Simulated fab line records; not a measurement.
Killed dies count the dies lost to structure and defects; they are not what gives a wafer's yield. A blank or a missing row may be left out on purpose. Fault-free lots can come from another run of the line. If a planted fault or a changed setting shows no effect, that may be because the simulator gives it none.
fab line records	flow sky130
record lots=7	wafers=21	last_day=50
route steps=708 shown POLY_GATE@220 PAD_OPEN@708
lots untouched by any fault: they come from a run of this same line in which no faults occurred
start_h: the number of hours between the record's first day and the start of the first shown wafer of the lot	wait_h: time in hours since the lot's previous step	" the same as in the row above	L1.1+2: a row that stands for several wafers	- no value, or no start given	* or withheld: withheld	< > ~ a bound
route shown NAME@n: a module of which the file shows steps, and the number in the route of the first	usual: mean/standard deviation taken from wafers without a fault	same: alike in all rows	chamber/n: place in a boat	sites: the reading at each site	_std_site: the values' standard deviation	_edge_site: inner sites' mean taken away from outer sites' mean	radius_mm: how far each site lies from the wafer's centre	mask NAME#n: copy n	behind: the most recent tool/chamber to have shaped the wafer	hold: why the lot went on hold/how many hours it stayed there/how the hold came to an end	device: the n, p or np transistor that did not switch	end of line: tests of these same wafers at the route's end	a step without rows: its recipe alone	killed: at the first sort, the dies lost to defects and structure; wafer yield is something else	map: shows each die of a wafer: x if killed, . if not, _ if none is there
set.NAME: the run value of the setting; set.NAME@STEP: its run value at that earlier step	model.NAME: the simulator's own value behind a step, which no gauge read
certain route steps with their lots: each step a table, each wafer a row
services: when a tool's chamber went out of use (start_h, in hours from the record's first day, below 0 if earlier), for how many hours, and the reason
## steps
# step SKY_POLY_GATE_HMDS_06
# recipe prime_time_s=60	prime_temp_c=120
# step SKY_POLY_GATE_COAT_07
# recipe resist=BARC	temp_c=withheld	time_s=withheld	spin_rpm=3000	resist_thk_nm=110
# step SKY_POLY_GATE_COAT_08
# recipe resist=KrF-thick	spin_rpm=3000	resist_thk_nm=450
# step SKY_POLY_GATE_SOFTBAKE_09
# recipe temp_c=100	time_s=90	resist=KrF-thick
# step SKY_POLY_GATE_EXPOSE_10
# recipe mask_id=P1M	na=0.68	source_shape=conventional	sigma_outer=0.6	target_cd_nm=150	dose_mj=28
# step SKY_POLY_GATE_PEB_11
# recipe peb_temp_c=withheld	peb_time_s=withheld	resist=KrF-thick
# step SKY_POLY_GATE_DEVELOP_12
# recipe develop_time_s=60	resist=KrF-thick	dev_temp_c=21
# step SKY_POLY_GATE_CD_MEAS_13
# recipe target_cd_nm=150
# usual cd_nm=150.1/1.3
lot.wafer	tool	chamber	start_h	wait_h	cd_nm
L860.1	cd_sem-02	-	428.40	-	150.9
L860.2	"	-	"	"	150.5
L860.5	"	-	"	"	150.9
L861.1	cd_sem-01	-	453.18	-	147.8
L861.2	"	-	"	"	148.3
L861.5	"	-	"	"	146.9
L863.1	cd_sem-02	-	455.13	-	149.9
L863.3	"	-	"	"	150.7
L863.6	"	-	"	"	150.6
L865.1	cd_sem-02	-	484.70	-	152.3
L865.2	"	-	"	"	151.5
L865.5	"	-	"	"	150.6
L869.1	cd_sem-02	-	516.18	-	148.9
L869.2	"	-	"	"	149.2
L869.6	"	-	"	"	147.9
L872.2	cd_sem-02	-	542.55	-	151.4
L872.4	"	-	"	"	149.9
L872.6	"	-	"	"	150.6
L873.3	cd_sem-01	-	547.22	-	152.4
L873.4	"	-	"	"	152.4
L873.6	"	-	"	"	150.3
# step SKY_POLY_GATE_OVL_MEAS_14
# usual POLY_GATE_OVL=-6/6.6
lot.wafer	tool	chamber	start_h	wait_h	POLY_GATE_OVL[nm]
L860.1	overlay-01	-	428.52	0.1	0
L860.2	"	-	"	"	0
L860.5	"	-	"	"	3
L861.1	overlay-02	-	453.30	0.1	3
L861.2	"	-	"	"	0
L861.5	"	-	"	"	4
L863.1	overlay-01	-	455.25	0.1	-11
L863.3	"	-	"	"	-14
L863.6	"	-	"	"	-15
L865.1	overlay-02	-	484.82	0.1	-6
L865.2	"	-	"	"	3
L865.5	"	-	"	"	-3
L869.1	overlay-01	-	516.30	0.1	-2
L869.2	"	-	"	"	3
L869.6	"	-	"	"	2
L872.2	overlay-02	-	542.66	0.1	3
L872.4	"	-	"	"	-2
L872.6	"	-	"	"	-1
L873.3	overlay-01	-	547.31	0.1	-12
L873.4	"	-	"	"	-17
L873.6	"	-	"	"	-14
# step SKY_POLY_GATE_ETCH_15
# recipe chemistry=N2/H2	target=BARC	ion_energy_ev=200	source_w=500	bias_w=100	pressure_mtorr=30	n2_flow_sccm=100	h2_flow_sccm=200	stop_on=SiO2	time_s=118.5	target_depth_a=1100
# usual drypump_motor_current_A=5.6/0.4	oes_product_au=0.717/0.0052	throttle_valve_pct=13.210/0.0086
lot.wafer	tool	chamber	start_h	wait_h	drypump_motor_current_A	oes_product_au	rf_hours_counter_h	throttle_valve_pct
L860.1	rie_diel-01	2	428.56	0.0	5.8	0.724	11	13.212
L860.2	"	1	"	"	5.1	0.716	35	13.202
L860.5	"	2	"	"	5.8	0.720	-	13.197
L861.1	rie_diel-02	3	453.34	0.0	5.6	0.723	0	13.207
L861.2	"	2	"	"	5.3	0.718	11	13.221
L861.5	"	3	"	"	5.6	0.707	-	13.199
L863.1	rie_diel-04	3	455.29	0.0	6.2	0.717	8	13.211
L863.3	"	1	"	"	4.8	0.714	7	13.214
L863.6	"	1	"	"	4.8	0.721	-	13.198
L865.1	rie_diel-01	2	484.86	0.0	5.8	0.715	12	13.213
L865.2	"	3	"	"	5.9	0.717	6	13.202
L865.5	"	3	"	"	5.9	0.708	-	13.209
L869.1	rie_diel-02	0	516.34	0.0	5.1	0.714	56	13.225
L869.2	"	1	"	"	6.1	0.711	58	13.215
L869.6	"	1	"	"	6.0	0.709	-	13.211
L872.2	rie_diel-02	0	542.69	0.0	5.1	0.712	57	13.210
L872.4	"	2	"	"	5.3	0.716	13	13.212
L872.6	"	0	"	"	5.1	0.719	-	13.190
L873.3	rie_diel-01	1	547.34	0.0	5.1	0.717	37	13.219
L873.4	"	3	"	"	5.9	0.713	7	13.224
L873.6	"	1	"	"	5.1	0.720	-	13.224
# step SKY_POLY_GATE_ETCH_16
# recipe stop_on=poly-Si	chemistry=CH3F/O2	target=Si3N4	source_w=400	bias_w=80	pressure_mtorr=25	ch3f_flow_sccm=40	O2_flow_sccm=30	time_s=147.5	target_depth_a=750
# usual ch3f_flow_sccm=40.01/0.12	drypump_motor_current_A=5.6/0.41	oes_product_au=0.638/0.0054	throttle_valve_pct=10.537/0.01
lot.wafer	tool	chamber	start_h	wait_h	ch3f_flow_sccm	drypump_motor_current_A	oes_product_au	rf_hours_counter_h	throttle_valve_pct
L860.1	rie_diel-01	2	428.64	0.0	40.05	5.8	0.640	11	10.543
L860.2	"	1	"	"	40.18	5.1	0.646	35	10.542
L860.5	"	2	"	"	39.83	5.7	0.642	-	10.525
L861.1	rie_diel-02	3	453.42	0.0	40.01	5.5	0.634	0	10.543
L861.2	"	2	"	"	39.89	5.3	0.635	11	10.544
L861.5	"	3	"	"	40.03	5.5	0.640	-	10.549
L863.1	rie_diel-04	3	455.37	0.0	40.02	6.2	0.638	8	10.552
L863.3	"	1	"	"	40.15	4.8	0.640	7	10.530
L863.6	"	1	"	"	40.11	4.7	0.632	-	10.549
L865.1	rie_diel-01	2	484.94	0.0	40.10	5.8	0.642	12	10.528
L865.2	"	3	"	"	40.08	5.9	0.638	6	10.533
L865.5	"	3	"	"	40.19	5.9	0.645	-	10.526
L869.1	rie_diel-02	0	516.42	0.0	39.87	5.1	0.639	56	10.551
L869.2	"	1	"	"	40.01	6.0	0.636	58	10.538
L869.6	"	1	"	"	40.09	6.1	0.641	-	10.521
L872.2	rie_diel-02	0	542.77	0.0	40.14	5.1	0.639	57	10.531
L872.4	"	2	"	"	39.97	5.3	0.642	13	10.531
L872.6	"	0	"	"	39.94	5.1	0.645	-	10.531
L873.3	rie_diel-01	1	547.42	0.0	40.13	5.1	0.642	37	10.553
L873.4	"	3	"	"	40.20	5.9	0.634	7	10.549
L873.6	"	1	"	"	39.99	5.1	0.636	-	10.529
# step SKY_POLY_GATE_ETCH_17
# recipe target_depth_nm=180	stop_on=SiO2	over_etch_frac=0.56667	chemistry=HBr/Cl2	target=poly-Si	icp_w=400	bias_w=100	pressure_mtorr=10	HBr_flow_sccm=150	Cl2_flow_sccm=50	time_s=70.5
# usual drypump_motor_current_A=5.6/0.46	oes_product_au=0.985/0.0067	throttle_valve_pct=33.684/0.0091
lot.wafer	tool	chamber	start_h	wait_h	drypump_motor_current_A	oes_product_au	rf_hours_counter_h	throttle_valve_pct
L860.1	rie_si-02	2	428.74	0.0	6.0	0.996	1	33.672
L860.2	"	0	"	"	5.9	0.993	4	33.681
L860.5	"	1	"	"	5.2	0.989	-	33.690
L861.1	rie_si-02	3	453.52	0.0	4.8	0.988	59	33.685
L861.2	"	0	"	"	5.9	0.974	4	33.701
L861.5	"	2	"	"	6.0	0.990	-	33.682
L863.1	rie_si-01	3	455.47	0.0	5.2	0.984	4	33.701
L863.3	"	2	"	"	6.3	0.976	27	33.680
L863.6	"	3	"	"	5.2	0.982	-	33.698
L865.1	rie_si-01	1	485.04	0.0	5.8	0.981	2	33.685
L865.2	"	2	"	"	6.3	0.983	27	33.665
L865.5	"	0	"	"	5.8	0.979	-	33.692
L869.1	rie_si-01	2	516.52	0.0	6.3	0.991	27	33.685
L869.2	"	3	"	"	5.2	0.973	4	33.688
L869.6	"	1	"	"	5.8	0.988	-	33.680
L872.2	rie_si-02	0	542.87	0.0	5.9	0.989	5	33.688
L872.4	"	3	"	"	4.7	0.992	0	33.704
L872.6	"	0	"	"	5.9	0.991	-	33.666
L873.3	rie_si-01	1	547.52	0.0	5.8	0.989	2	33.675
L873.4	"	0	"	"	5.8	0.975	7	33.679
L873.6	"	0	"	"	5.8	0.978	-	33.705
# step SKY_POLY_GATE_STRIP_18
# recipe chemistry=O2/N2	power_w=1400	pressure_mtorr=1500	platen_temp_c=withheld	o2_flow_sccm=3000	n2_flow_sccm=300	overash_fraction=0.5
# usual chamber_pressure_mTorr=1500.0/1.4	drypump_motor_current_A=5.79/0.26	oes_product_au=0.361/0.0047	strip_time_to_endpoint_s=3.162/0.027
lot.wafer	tool	chamber	start_h	wait_h	chamber_pressure_mTorr	drypump_motor_current_A	oes_product_au	rf_hours_counter_h	strip_time_to_endpoint_s	model.KrF-thick_of_POLY_GATE_COAT_08.thk_nm	model.BARC_of_POLY_GATE_COAT_07.thk_nm
L860.1	plasma_asher-04	1	428.80	0.0	-	-	-	-	-	141.8	110.2
L860.2	"	0	"	"	-	-	-	-	-	139.9	110.1
L860.5	"	0	"	"	-	-	-	-	-	140.2	110.2
L861.1	plasma_asher-03	1	453.57	0.0	-	-	-	-	-	136.3	109.9
L861.2	"	0	"	"	-	-	-	-	-	137.5	110.2
L861.5	"	1	"	"	-	-	-	-	-	138.3	109.9
L863.1	plasma_asher-03	1	455.52	0.0	-	-	-	-	-	141.6	110.4
L863.3	"	1	"	"	-	-	-	-	-	138.1	110.4
L863.6	"	0	"	"	-	-	-	-	-	138.4	110.8
L865.1	plasma_asher-04	0	485.10	0.0	1498.5	5.56	0.362	37	3.175	0	0
L865.2	"	1	"	"	1497.0	6.08	0.363	37	3.161	0	0
L865.5	"	0	"	"	1500.5	5.56	0.370	-	3.150	0	0
L869.1	plasma_asher-04	0	516.57	0.0	1499.0	5.56	0.367	40	3.203	0	0
L869.2	"	1	"	"	1499.5	6.11	0.359	40	3.170	0	0
L869.6	"	0	"	"	1499.1	5.57	0.363	-	3.183	0	0
L872.2	plasma_asher-03	0	542.92	0.0	1498.9	6.10	0.362	10	3.181	0	0
L872.4	"	1	"	"	1500.0	5.42	0.360	-	3.205	0	0
L872.6	"	1	"	"	1499.5	5.43	0.362	-	3.187	0	0
L873.3	plasma_asher-03	0	547.61	0.1	1500.7	6.10	0.354	-	3.174	0	0
L873.4	"	1	"	"	1501.3	5.44	0.372	-	3.171	0	0
L873.6	"	1	"	"	1499.2	5.42	0.356	-	3.164	0	0
# step SKY_POLY_GATE_CLEAN_19
# recipe chemistry=SC1/SC2	mix=1:4:20	temp_c=70	time_s=150	dry=n2_spin
# step SKY_PAD_OPEN_PROBE_99
# usual killed_at_M0_to_M3=43/6.4	killed_at_M4_up=3.1/2	killed_at_contacts=24/5.2	killed_at_front_end=15/4.3	killed_at_other=0.2/0.48	killed_dies=85/9.7	killed_on_rim=17/4.2	killed_open=47/6.9	killed_short=38/6.7
# same gross_dies=492	killed_at_back_side=0
lot.wafer	tool	chamber	start_h	wait_h	killed_at_M0_to_M3	killed_at_M4_up	killed_at_contacts	killed_at_front_end	killed_at_other	killed_dies	killed_on_rim	killed_open	killed_short
L860.1	prober-01	-	1123.71	0.1	41	3	15	433	0	492	96	39	31
L860.2	prober-01	-	1123.76	0.1	45	3	20	424	0	492	96	40	35
L860.5	prober-01	-	1123.91	0.2	43	4	19	426	0	492	96	41	38
L861.1	prober-02	-	1139.04	0.1	37	4	20	431	0	492	96	41	31
L861.2	prober-02	-	1139.09	0.1	44	1	33	413	1	492	96	52	43
L861.5	prober-02	-	1139.24	0.2	44	4	32	412	0	492	96	58	40
L863.1	prober-01	-	1141.66	0.1	36	2	37	417	0	492	96	50	35
L863.3	prober-01	-	1141.76	0.2	44	1	31	416	0	492	96	44	47
L863.6	prober-01	-	1141.91	0.2	44	3	29	414	2	492	96	41	50
L865.1	prober-02	-	1157.94	0.1	46	2	19	14	0	81	15	36	45
L865.2	prober-02	-	1157.99	0.1	43	4	22	18	0	87	20	43	44
L865.5	prober-02	-	1158.14	0.2	34	10	19	10	0	73	12	34	39
L869.1	prober-02	-	1174.58	0.1	35	1	22	19	1	78	15	40	38
L869.2	prober-02	-	1174.63	0.1	42	3	30	11	1	87	18	48	38
L869.6	prober-02	-	1174.83	0.2	29	0	25	12	0	66	11	42	24
L873.3	prober-02	-	1192.15	0.2	44	0	24	13	1	82	11	45	37
L873.4	prober-02	-	1192.20	0.2	37	6	15	12	0	70	13	39	31
L873.6	prober-02	-	1192.30	0.2	45	0	24	9	1	79	15	48	31
# killed by level:class
L860.1 POLY_GATE:area_oxidation=422 VIA1:geometric_particle:open=10 CONTACT:geometric_particle:open=9 VIA2:geometric_particle:open=8 METAL1:geometric_particle:short=6 POLY_GATE:geometric_particle:short=5 LI_CONTACT:geometric_particle:open=4 METAL2:geometric_particle:short=4
L860.2 POLY_GATE:area_oxidation=417 VIA1:geometric_particle:open=10 CONTACT:geometric_particle:open=7 METAL1:geometric_particle:short=7 LI_CONTACT:geometric_particle:open=6 VIA3:geometric_particle:open=6 CONTACT:geometric_particle:short=5 VIA3:geometric_particle:short=5
L860.5 POLY_GATE:area_oxidation=413 VIA1:geometric_particle:open=9 METAL2:geometric_particle:short=8 CONTACT:geometric_particle:open=6 VIA3:geometric_particle:open=6 VIA1:geometric_particle:short=5 VIA3:geometric_particle:short=5 LI_CONTACT:geometric_particle:open=4
L861.1 POLY_GATE:area_oxidation=420 VIA1:geometric_particle:open=13 LI_CONTACT:geometric_particle:open=8 METAL4:geometric_particle:short=4 CONTACT:geometric_particle:short=4 CONTACT:geometric_particle:open=4 METAL1:geometric_particle:short=4 POLY_GATE:geometric_particle:open=3
L861.2 POLY_GATE:area_oxidation=397 VIA1:geometric_particle:open=19 CONTACT:geometric_particle:open=12 LI_CONTACT:geometric_particle:open=9 CONTACT:geometric_particle:short=7 FIELD_ISO:geometric_particle:open=6 VIA1:geometric_particle:short=6 METAL1:geometric_particle:short=6
L861.5 POLY_GATE:area_oxidation=394 VIA1:geometric_particle:open=17 VIA2:geometric_particle:open=10 CONTACT:geometric_particle:open=8 LI_CONTACT:geometric_particle:open=7 CONTACT:geometric_particle:short=7 LOCAL_INTERCONNECT:geometric_particle:short=6 FIELD_ISO:geometric_particle:short=5
L863.1 POLY_GATE:area_oxidation=407 CONTACT:geometric_particle:open=11 LI_CONTACT:geometric_particle:open=9 LOCAL_INTERCONNECT:geometric_particle:short=7 METAL2:geometric_particle:short=6 FIELD_ISO:geometric_particle:open=5 VIA1:geometric_particle:open=5 VIA2:geometric_particle:open=5
L863.3 POLY_GATE:area_oxidation=401 LI_CONTACT:geometric_particle:open=10 VIA1:geometric_particle:open=8 CONTACT:geometric_particle:open=7 VIA1:geometric_particle:short=7 METAL1:geometric_particle:short=6 METAL2:geometric_particle:short=6 VIA2:geometric_particle:open=6
L863.6 POLY_GATE:area_oxidation=401 VIA1:geometric_particle:short=11 VIA1:geometric_particle:open=10 LI_CONTACT:geometric_particle:open=10 CONTACT:geometric_particle:open=8 METAL1:geometric_particle:short=7 CONTACT:geometric_particle:short=5 LOCAL_INTERCONNECT:geometric_particle:short=4
L865.1 METAL2:geometric_particle:short=9 METAL1:geometric_particle:short=8 VIA2:geometric_particle:open=7 POLY_GATE:geometric_particle:open=6 LI_CONTACT:geometric_particle:open=6 VIA3:geometric_particle:open=5 FIELD_ISO:geometric_particle:short=4 CONTACT:geometric_particle:short=4
L865.2 METAL1:geometric_particle:short=7 VIA1:geometric_particle:open=7 CONTACT:geometric_particle:open=6 VIA1:geometric_particle:short=6 LI_CONTACT:geometric_particle:open=5 CONTACT:geometric_particle:short=5 FIELD_ISO:geometric_particle:open=4 POLY_GATE:geometric_particle:short=4
L865.5 LOCAL_INTERCONNECT:geometric_particle:short=7 METAL4:geometric_particle:short=6 FIELD_ISO:geometric_particle:open=6 METAL2:geometric_particle:short=6 CONTACT:geometric_particle:open=5 VIA1:geometric_particle:short=5 VIA1:geometric_particle:open=5 VIA3:geometric_particle:open=4
L869.1 VIA1:geometric_particle:open=11 CONTACT:geometric_particle:open=8 POLY_GATE:geometric_particle:short=7 LI_CONTACT:geometric_particle:open=6 METAL1:geometric_particle:short=5 FIELD_ISO:geometric_particle:open=4 VIA3:geometric_particle:open=4 LI_CONTACT:geometric_particle:short=3
L869.2 LI_CONTACT:geometric_particle:open=14 VIA1:geometric_particle:open=10 VIA2:geometric_particle:open=7 CONTACT:geometric_particle:open=6 METAL2:geometric_particle:short=6 METAL1:geometric_particle:short=5 LOCAL_INTERCONNECT:geometric_particle:short=4 CONTACT:geometric_particle:short=4
L869.6 LI_CONTACT:geometric_particle:open=11 VIA1:geometric_particle:open=7 METAL1:geometric_particle:short=6 VIA3:geometric_particle:open=6 POLY_GATE:geometric_particle:short=5 LOCAL_INTERCONNECT:geometric_particle:short=5 CONTACT:geometric_particle:open=5 VIA2:geometric_particle:open=5
L873.3 VIA1:geometric_particle:open=11 CONTACT:geometric_particle:open=10 CONTACT:geometric_particle:short=8 VIA2:geometric_particle:open=8 VIA1:geometric_particle:short=6 METAL2:geometric_particle:short=6 VIA3:geometric_particle:open=6 POLY_GATE:geometric_particle:short=3
L873.4 VIA1:geometric_particle:open=12 LI_CONTACT:geometric_particle:open=6 METAL2:geometric_particle:short=5 VIA3:geometric_particle:open=5 LOCAL_INTERCONNECT:geometric_particle:short=4 METAL1:geometric_particle:short=4 METAL4:geometric_particle:short=4 FIELD_ISO:geometric_particle:open=3
L873.6 VIA3:geometric_particle:open=14 VIA1:geometric_particle:open=12 CONTACT:geometric_particle:open=10 LI_CONTACT:geometric_particle:open=5 CONTACT:geometric_particle:short=4 VIA1:geometric_particle:short=4 METAL2:geometric_particle:short=4 FIELD_ISO:geometric_particle:short=3
# map L860.1 (x killed, . not)
__________xxxxxxxxxx_________
________xxxxxxxxxxxxxx_______
______xxxxxxxxxxxxxxxxxx_____
_____xxxxxxxxxxxxxxxxxxxx____
____xxxxxxxxxxxxxxxxxxxxxx___
___xxxxxxxxxxxxxxxxxxxxxxxx__
__xxxxxxxxxxxxxxxxxxxxxxxxxx_
_xxxxxxxxxxxxxxxxxxxxxxxxxxxx
_xxxxxxxxxxxxxxxxxxxxxxxxxxxx
_xxxxxxxxxxxxxxxxxxxxxxxxxxxx
_xxxxxxxxxxxxxxxxxxxxxxxxxxxx
_xxxxxxxxxxxxxxxxxxxxxxxxxxxx
_xxxxxxxxxxxxxxxxxxxxxxxxxxxx
_xxxxxxxxxxxxxxxxxxxxxxxxxxxx
_xxxxxxxxxxxxxxxxxxxxxxxxxxxx
__xxxxxxxxxxxxxxxxxxxxxxxxxx_
___xxxxxxxxxxxxxxxxxxxxxxxx__
____xxxxxxxxxxxxxxxxxxxxxx___
_____xxxxxxxxxxxxxxxxxxxx____
______xxxxxxxxxxxxxxxxxx_____
________xxxxxxxxxxxxxx_______
__________xxxxxxxxxx_________
# map L861.1 (x killed, . not)
__________xxxxxxxxxx_________
________xxxxxxxxxxxxxx_______
______xxxxxxxxxxxxxxxxxx_____
_____xxxxxxxxxxxxxxxxxxxx____
____xxxxxxxxxxxxxxxxxxxxxx___
___xxxxxxxxxxxxxxxxxxxxxxxx__
__xxxxxxxxxxxxxxxxxxxxxxxxxx_
_xxxxxxxxxxxxxxxxxxxxxxxxxxxx
_xxxxxxxxxxxxxxxxxxxxxxxxxxxx
_xxxxxxxxxxxxxxxxxxxxxxxxxxxx
_xxxxxxxxxxxxxxxxxxxxxxxxxxxx
_xxxxxxxxxxxxxxxxxxxxxxxxxxxx
_xxxxxxxxxxxxxxxxxxxxxxxxxxxx
_xxxxxxxxxxxxxxxxxxxxxxxxxxxx
_xxxxxxxxxxxxxxxxxxxxxxxxxxxx
__xxxxxxxxxxxxxxxxxxxxxxxxxx_
___xxxxxxxxxxxxxxxxxxxxxxxx__
____xxxxxxxxxxxxxxxxxxxxxx___
_____xxxxxxxxxxxxxxxxxxxx____
______xxxxxxxxxxxxxxxxxx_____
________xxxxxxxxxxxxxx_______
__________xxxxxxxxxx_________
## services
tool	chamber	start_h	hours	kind
rie_diel-04	3	414.83	3.2	repair
plasma_asher-03	-	421.25	9.0	pm
plasma_asher-03	0	421.25	9.0	vent_cycle
plasma_asher-03	1	421.25	9.0	vent_cycle
rie_diel-02	3	427.87	-	clean
rie_diel-02	3	427.87	18.2	scheduled_down
rie_diel-02	3	427.87	18.2	vent_cycle
plasma_asher-03	0	430.25	-	clean
plasma_asher-03	1	430.25	-	clean
rie_si-01	3	434.30	4.3	repair
rie_si-01	2	465.03	1.8	repair
rie_diel-02	3	475.15	8.9	repair
rie_si-02	3	480.70	-	clean
rie_si-02	3	480.70	16.4	scheduled_down
rie_si-02	3	480.70	16.4	vent_cycle
rie_si-01	3	483.88	10.8	repair
plasma_asher-03	-	509.29	15.6	pm
rie_diel-01	3	536.87	5.9	repair
## key
first_sign step=SKY_POLY_GATE_STRIP_18	reading=tool_record	direction=missing
effect step=SKY_PAD_OPEN_PROBE_99	reading=killed_at_front_end	direction=up	sigmas=94	usual=15	struck=421
model_effect step=SKY_POLY_GATE_STRIP_18	value=KrF-thick_of_POLY_GATE_COAT_08.thk_nm	without=0	struck=139.1
more_kills_born_at SKY_POLY_GATE_OXIDATION_20@furnace-02=3672
met_at SKY_POLY_GATE_STRIP_18
struck_wafers L860.1,L860.2,L860.5,L861.1,L861.2,L861.5,L863.1,L863.3,L863.6
later_rows_left_out L860.1,L860.2,L860.5,L861.1,L861.2,L861.5,L863.1,L863.3,L863.6
tester_left_out L860,L861,L863
fault kind=skipped_step_whole	tool=plasma_asher-03,plasma_asher-04	chamber=-	onset_h=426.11	steps=SKY_POLY_GATE_STRIP_18	scope=struck_lots_only
# tester_left_out: of these lots the tester's yield and bins aren't shown, on N5 and GAA mostly nor the transistor test; their killed dies are dies lost to structure and defects alone, not to doping, threshold or leakage, so they don't give the yield
# later_rows_left_out: the simulator's readings of these wafers behind a module that went badly wrong aren't trusted and aren't shown, but for the sort
